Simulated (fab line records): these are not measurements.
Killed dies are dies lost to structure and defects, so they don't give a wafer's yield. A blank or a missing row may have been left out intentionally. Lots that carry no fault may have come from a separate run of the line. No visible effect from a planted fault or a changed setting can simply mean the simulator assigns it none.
Chamber matching ; flow gf180mcu ; cmp-01 running GF_V5_CMP_04: 4 sister chambers
The step polishes SiO2. 8 wafers are shown with their chamber, then 7 later ones without.

## WAFERS PAIRED WITH THEIR CHAMBERS
wafer;chamber;motor_current_A (A);head_pressure_psi (psi)
L671.3;0;10.1;4.003
L671.5;3;13.3;3.994
L674.6;2;12.1;3.996
L676.1;2;12.3;4.003
L676.5;1;12.6;3.993
L676.6;0;10.6;4.003
L682.3;1;12.4;4.012
L682.4;3;13.9;4.003

## WAFERS MISSING THEIR CHAMBER
wafer;motor_current_A (A);head_pressure_psi (psi)
L682.6;13.7;3.994
L684.2;13.9;4.004
L684.5;13.2;3.997
L684.6;11.9;4.016
L686.1;12.9;3.984
L686.4;10.5;3.987
L686.5;12.8;4.013

## THE CHAMBER EACH PASSED THROUGH
wafer;from the rows above;in truth
L682.6;3;3
L684.2;3;3
L684.5;can't be placed: 3 or 1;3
L684.6;can't be placed: 2 or 1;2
L686.1;can't be placed: 1 or 3 or 2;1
L686.4;0;0
L686.5;can't be placed: 1 or 2 or 3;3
3 of 7 placed correctly. These rows do not allow placing 4 (true chamber among the candidates in 4). Placed wrongly: 0.
How it was worked out, from the rows above alone: a wafer's distance from a chamber is the root of the sum, over the readings, of the square of ((its reading less the chamber's mean) divided by the reading's scatter). If the next closest chamber is less than 2 further off than the closest, the wafer can't be placed; otherwise it belongs to the closest. A chamber's mean is the mean of its shown wafers. The scatter: take each reading less its chamber's mean, square it, sum over the shown wafers, divide by the number of wafers less the number of chambers, and take the root.
